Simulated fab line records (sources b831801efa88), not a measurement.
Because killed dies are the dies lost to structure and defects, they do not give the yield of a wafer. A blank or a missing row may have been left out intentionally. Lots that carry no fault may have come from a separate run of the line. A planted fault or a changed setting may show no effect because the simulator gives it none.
fab line records	flow sfqLine
record: lots: 14	wafers: 42	lastDay: 94
route steps=325 shown M7@292 I7@304
lots untouched by any fault: they come from a run of this same line in which no faults occurred
startH: the number of hours between the record's first day and the start of the first shown wafer of the lot	waitH: hours elapsed since this lot's preceding step	" the same as in the row above	L1.1+2: several wafers, shown together as one row	- no value, or no start was given	* or withheld: withheld	< > ~ a bound
route shown NAME@n: names a module that has steps shown in the file, with the first one's number in the route	usual: the fault-free wafers' mean and standard deviation	same: alike in all rows	chamber/n: place in a boat	sites: the reading at each site	_std_site: the values' standard deviation	_edge_site: mean of outer sites minus mean of inner sites	radiusMm: how far each site lies from the wafer's centre	mask NAME#n: copy n	behind: the most recent tool/chamber to have shaped the wafer	hold: why the lot was held/for how many hours/how that ended	device: the transistor (n, p or np) that didn't switch	end of line: at the end of the route, the tests of the same wafers	a step with no rows: only its recipe	killed: dies that structure and defects cost at the first sort, which is not the same as the wafer's yield	map: a wafer's dies, x killed, . not, _ none there
set.NAME: setting as actually run; set.NAME@STEP: the setting as run at that earlier step	model.NAME: the simulator's own value behind a step, which no gauge read
the route's steps for a sample of lots (tables are steps, rows are wafers)
services: the hour from which a tool's chamber was out of use, counted from the record's first day as startH (under 0 if before that day), plus the number of hours and why
== steps ==
step: SFQ_TRILAYER_M7_BARC_OPEN_METAL_ETCH_229
recipe: maskMaterial: PR	chemistry: O2	targetDepthNm: 125	target: BARC	icpW: 600	biasW: 80	pressureMtorr: 10	timeS: 41.7
usual: drypumpMotorCurrentA: 5.8/0.57	oesProductAu: 0.685/0.0049	rfFwdPowerW: 592.9/3
lot.wafer	tool	chamber	startH	waitH	drypumpMotorCurrentA	oesProductAu	rfFwdPowerW	rfHoursCounterH
L540.1	rieMetal-01	0	1926.70	0.0	5.0	0.675	598.5	35
L540.5	"	1	"	"	5.6	0.685	592.1	-
L540.6	"	0	"	"	5.0	0.685	597.7	-
L541.1	rieMetal-03	0	1929.10	0.0	5.0	0.682	593.3	122
L541.2	"	1	"	"	6.5	0.689	592.8	5
L541.6	"	0	"	"	5.0	0.685	599.3	-
L543.1	rieMetal-03	0	1932.70	0.0	5.1	0.685	597.9	123
L543.3	"	1	"	"	6.5	0.683	591.0	-
L543.4	"	0	"	"	5.0	0.685	595.9	-
L544.2	rieMetal-03	0	1936.30	0.0	5.0	0.689	592.4	123
L544.4	"	0	"	"	5.0	0.685	591.0	-
L544.5	"	1	"	"	6.5	0.687	590.9	-
L545.1	rieMetal-02	1	1937.50	0.0	5.9	0.678	593.0	128
L545.2	"	0	"	"	6.3	0.685	594.3	113
L545.3	"	1	"	"	5.8	0.685	590.7	-
L547.2	rieMetal-03	0	1942.30	0.0	5.1	0.681	593.1	124
L547.3	"	0	"	"	5.0	0.681	595.3	-
L547.5	"	0	"	"	5.1	0.679	590.8	-
L548.1	rieMetal-02	1	1943.50	0.0	5.8	0.691	591.2	129
L548.4	"	1	"	"	5.9	0.681	589.8	-
L548.6	"	1	"	"	5.9	0.690	594.1	-
L549.2	rieMetal-03	0	1945.15	0.0	5.1	0.685	592.4	125
L549.5	"	1	"	"	6.5	0.691	592.4	-
L549.6	"	0	"	"	5.1	0.690	594.9	-
L555.2	rieMetal-03	1	1979.79	0.0	6.5	0.694	591.7	12
L555.4	"	1	"	"	6.5	0.691	593.4	-
L555.5	"	0	"	"	5.0	0.682	591.5	-
L556.1	rieMetal-02	1	1984.47	0.0	5.8	0.700	589.4	0
L556.2	"	0	"	"	6.3	0.689	594.3	121
L556.6	"	1	"	"	5.9	0.692	589.5	-
L560.2	rieMetal-02	1	2081.04	0.0	5.9	0.684	589.3	8
L560.3	"	0	"	"	6.3	0.684	597.9	-
L560.5	"	1	"	"	5.9	0.685	590.8	-
L561.2	rieMetal-01	1	2084.19	0.0	5.6	0.684	591.3	116
L561.4	"	0	"	"	5.0	0.697	595.1	-
L561.6	"	0	"	"	5.0	0.690	595.8	-
L562.1	rieMetal-02	0	2088.99	0.0	6.3	0.688	594.0	5
L562.2	"	1	"	"	5.9	0.676	589.5	9
L562.3	"	1	"	"	5.9	0.678	592.0	-
L563.1	rieMetal-02	1	2093.83	0.0	5.8	0.686	593.6	9
L563.2	"	0	"	"	6.3	0.678	598.6	5
L563.4	"	1	"	"	5.9	0.678	590.0	-
step: SFQ_TRILAYER_I7_VIA_LITHO_PEB_190
recipe: pebTempC: 115	pebTimeS: 60	resist: KrF
usual: heaterPowerTotalW: 79.15/0.071	plateTempC: 115.01/0.13
lot.wafer	tool	chamber	startH	waitH	heaterPowerTotalW	plateTempC
L540.1	lithoTrack-01	0	1934.14	1.0	79.12	115.11
L540.5	"	0	"	"	79.20	115.13
L540.6	"	0	"	"	79.01	115.07
L541.1	lithoTrack-02	0	1936.45	1.0	79.16	115.24
L541.2	"	0	"	"	79.23	115.09
L541.6	"	0	"	"	79.19	115.18
L543.1	lithoTrack-01	0	1940.01	1.0	79.14	114.75
L543.3	"	0	"	"	79.16	115.03
L543.4	"	0	"	"	79.25	114.76
L544.2	lithoTrack-02	0	1943.64	0.8	79.21	114.99
L544.4	"	0	"	"	79.18	115.03
L544.5	"	0	"	"	79.07	115.12
L545.1	lithoTrack-04	0	1946.01	1.0	79.10	115.06
L545.2	"	0	"	"	79.23	115.07
L545.3	"	0	"	"	79.18	114.89
L547.2	lithoTrack-02	0	2059.97	0.8	79.18	115.11
L547.3	"	0	"	"	79.14	114.96
L547.5	"	0	"	"	79.13	115.10
L548.1	lithoTrack-04	0	2061.14	1.0	79.21	115.07
L548.4	"	0	"	"	79.18	114.87
L548.6	"	0	"	"	79.15	115.27
L549.2	lithoTrack-02	0	2063.57	0.8	79.13	114.90
L549.5	"	0	"	"	79.27	115.02
L549.6	"	0	"	"	79.20	115.04
L555.2	lithoTrack-02	0	2095.88	0.8	80.00	116.08
L555.4	"	0	"	"	79.94	115.94
L555.5	"	0	"	"	80.14	115.88
L556.1	lithoTrack-02	0	2098.26	1.0	80.02	115.87
L556.2	"	0	"	"	79.84	115.80
L556.6	"	0	"	"	79.96	115.83
L560.2	lithoTrack-02	0	2167.50	0.8	79.11	114.89
L560.3	"	0	"	"	79.20	115.05
L560.5	"	0	"	"	79.15	114.93
L561.2	lithoTrack-01	0	2171.10	0.8	79.09	114.96
L561.4	"	0	"	"	79.11	115.11
L561.6	"	0	"	"	79.21	115.03
L562.1	lithoTrack-02	0	2174.68	1.0	79.17	115.15
L562.2	"	0	"	"	79.15	115.04
L562.3	"	0	"	"	79.23	114.91
L563.1	lithoTrack-04	0	2178.28	1.0	79.05	114.98
L563.2	"	0	"	"	79.20	115.03
L563.4	"	0	"	"	79.21	114.89
step: SFQ_TRILAYER_I7_VIA_BARC_OPEN_VIA_ETCH_260
recipe: maskMaterial: PR	chemistry: O2	targetDepthNm: 125	target: BARC	sourceW: 500	biasW: 80	pressureMtorr: 30	timeS: 41.7
usual: drypumpMotorCurrentA: 5.7/0.36	oesProductAu: 0.685/0.0045	rfFwdPowerW: 494.5/2.6
lot.wafer	tool	chamber	startH	waitH	drypumpMotorCurrentA	oesProductAu	rfFwdPowerW	rfHoursCounterH
L540.1	rieDiel-02	0	1934.47	0.0	5.6	0.688	493.8	3
L540.5	"	1	"	"	6.1	0.689	495.2	-
L540.6	"	2	"	"	5.8	0.684	489.1	-
L541.1	rieDiel-03	1	1936.79	0.0	5.8	0.684	497.7	0
L541.2	"	2	"	"	5.7	0.690	498.6	2
L541.6	"	0	"	"	6.2	0.685	493.5	-
L543.1	rieDiel-04	3	1940.35	0.0	6.3	0.685	491.8	15
L543.3	"	2	"	"	5.5	0.676	494.8	0
L543.4	"	0	"	"	5.0	0.687	493.4	-
L544.2	rieDiel-03	0	1943.95	0.0	6.2	0.679	497.5	0
L544.4	"	0	"	"	6.2	0.686	495.7	-
L544.5	"	1	"	"	5.8	0.678	497.9	-
L545.1	rieDiel-02	2	1946.35	0.0	5.9	0.681	489.4	6
L545.2	"	3	"	"	5.9	0.686	494.6	17
L545.3	"	0	"	"	5.6	0.695	493.3	3
L547.2	rieDiel-03	3	2060.28	0.0	5.0	0.686	494.9	16
L547.3	"	1	"	"	5.8	0.682	497.0	1
L547.5	"	2	"	"	5.7	0.682	497.4	-
L548.1	rieDiel-04	2	2061.48	0.0	5.5	0.688	495.3	1
L548.4	"	3	"	"	6.3	0.681	497.3	17
L548.6	"	1	"	"	5.6	0.693	493.2	-
L549.2	rieDiel-02	0	2063.88	0.0	5.5	0.683	495.1	4
L549.5	"	2	"	"	5.8	0.689	490.3	-
L549.6	"	3	"	"	5.8	0.688	494.1	-
L555.2	rieDiel-02	1	2096.19	0.0	6.1	0.680	494.1	2
L555.4	"	2	"	"	5.8	0.686	488.8	9
L555.5	"	0	"	"	5.5	0.685	494.6	-
L556.1	rieDiel-03	0	2098.59	0.0	6.2	0.684	494.8	2
L556.2	"	2	"	"	5.7	0.678	496.7	3
L556.6	"	1	"	"	5.8	0.686	495.2	-
L560.2	rieDiel-03	3	2167.81	0.0	5.0	0.676	493.8	0
L560.3	"	2	"	"	5.7	0.681	495.6	4
L560.5	"	0	"	"	6.2	0.683	494.1	-
L561.2	rieDiel-04	0	2171.41	0.0	5.0	0.676	494.4	18
L561.4	"	2	"	"	5.5	0.686	494.0	4
L561.6	"	2	"	"	5.5	0.686	496.3	-
L562.1	rieDiel-02	0	2175.01	0.0	5.5	0.683	496.8	6
L562.2	"	2	"	"	5.8	0.698	489.2	10
L562.3	"	3	"	"	5.9	0.684	495.5	1
L563.1	rieDiel-03	3	2178.61	0.0	5.1	0.683	497.5	0
L563.2	"	2	"	"	5.7	0.689	497.2	4
L563.4	"	0	"	"	6.2	0.686	494.4	3
step: SFQ_TRILAYER_I7_VIA_STRIP_STRIP_191
recipe: gas: O2	powerW: 200	platenTempC: 40	overashFraction: 0.65	chemistry: O2	pressureMtorr: 50
usual: drypumpMotorCurrentA: 5.8/0.39	oesProductAu: 1.000/0.012
lot.wafer	tool	chamber	startH	waitH	drypumpMotorCurrentA	oesProductAu	rfHoursCounterH
L540.1	rieMetal-02	0	1934.63	-	6.3	0.999	113
L540.5	"	1	"	"	5.9	1.014	-
L540.6	"	0	"	"	6.3	1.003	-
L541.1	rieMetal-04	1	1936.94	-	5.7	1.028	22
L541.2	"	0	"	"	6.2	1.001	75
L541.6	"	0	"	"	6.1	1.001	-
L543.1	rieMetal-02	1	1940.50	-	5.9	1.007	129
L543.3	"	1	"	"	5.9	1.019	-
L543.4	"	0	"	"	6.3	0.995	-
L544.2	rieMetal-04	0	1944.10	-	6.1	1.006	75
L544.4	"	1	"	"	5.7	1.020	-
L544.5	"	1	"	"	5.7	1.023	-
L545.1	rieMetal-04	1	1946.50	-	5.7	1.038	24
L545.2	"	0	"	"	6.2	1.004	76
L545.3	"	1	"	"	5.7	1.022	-
L547.2	rieMetal-04	0	2060.43	-	6.2	1.002	83
L547.3	"	1	"	"	5.7	1.003	-
L547.5	"	1	"	"	5.7	1.005	-
L548.1	rieMetal-02	0	2061.63	-	6.3	0.983	2
L548.4	"	1	"	"	5.9	1.005	-
L548.6	"	0	"	"	6.3	0.980	-
L549.2	rieMetal-01	1	2064.03	-	5.6	1.014	114
L549.5	"	0	"	"	5.0	1.000	-
L549.6	"	1	"	"	5.6	0.999	-
L555.2	rieMetal-01	0	2096.34	-	5.0	0.984	52
L555.4	"	1	"	"	5.6	0.997	-
L555.5	"	1	"	"	5.6	1.002	-
L556.1	rieMetal-02	1	2098.74	-	5.8	1.014	10
L556.2	"	0	"	"	6.3	0.997	6
L556.6	"	1	"	"	5.9	1.014	-
L560.2	rieMetal-04	1	2167.97	-	5.6	0.991	46
L560.3	"	1	"	"	5.7	0.998	-
L560.5	"	1	"	"	5.7	0.996	-
L561.2	rieMetal-04	0	2171.57	-	6.2	0.975	94
L561.4	"	1	"	"	5.7	0.990	-
L561.6	"	1	"	"	5.7	0.989	-
L562.1	rieMetal-01	1	2175.17	-	5.6	1.000	3
L562.2	"	0	"	"	5.0	0.971	62
L562.3	"	0	"	"	5.0	0.983	-
L563.1	rieMetal-02	1	2178.77	-	5.9	1.005	17
L563.2	"	0	"	"	6.3	0.987	13
L563.4	"	0	"	"	6.3	0.983	-
== services ==
tool	chamber	startH	hours	kind
rieMetal-01	-	1920.28	2.8	pm
rieDiel-03	3	1934.43	4.4	repair
rieDiel-04	1	1936.58	23.3	repair
rieDiel-04	2	1937.53	2.8	repair
rieDiel-03	2	1943.65	10.5	repair
rieDiel-03	2	1973.77	8.7	repair
rieDiel-03	1	1982.25	7.2	repair
rieMetal-04	0	1990.47	28.4	repair
rieMetal-01	-	2001.31	1.2	repair
rieDiel-02	3	2016.31	9.9	repair
rieMetal-04	-	2040.55	1.4	pm
rieDiel-02	0	2042.44	10.5	repair
rieMetal-04	-	2067.20	1.5	repair
rieDiel-02	0	2074.59	6.3	repair
rieMetal-02	-	2103.61	1.0	repair
rieDiel-02	-	2111.94	1.3	repair
rieMetal-01	-	2116.19	0.6	repair
rieMetal-01	0	2122.16	4.4	repair
rieDiel-02	0	2129.27	2.1	repair
rieMetal-01	-	2129.54	0.3	repair
rieMetal-02	-	2140.88	14.6	pm
rieMetal-04	-	2144.75	0.2	repair
rieDiel-03	-	2147.25	0.6	repair
rieDiel-03	-	2153.45	2.8	pm
== key ==
firstSign: step: SFQ_TRILAYER_I7_VIA_LITHO_PEB_190	reading: heaterPowerTotalW	direction: up	sigmas: 12	usual: 79.15	struck: 79.98
effect: step: SFQ_TRILAYER_I7_VIA_LITHO_PEB_190	reading: plateTempC	direction: up	sigmas: 6.8	usual: *	struck: *
metAt SFQ_TRILAYER_I7_VIA_LITHO_PEB_190
struckLots L555,L556
notActingAt SFQ_TRILAYER_M7_BARC_OPEN_METAL_ETCH_229,SFQ_TRILAYER_I7_VIA_BARC_OPEN_VIA_ETCH_260,SFQ_TRILAYER_I7_VIA_STRIP_STRIP_191
onsetBetween 2063.57 2095.88
fault: kind: processParameterDrift	tool: lithoTrack-02	chamber: -	onsetH: 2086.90	steps: SFQ_TRILAYER_I7_VIA_LITHO_PEB_190	channel: pebTempC	offset: *	shape: step	endH: 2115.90	actsIn: *	stated: *
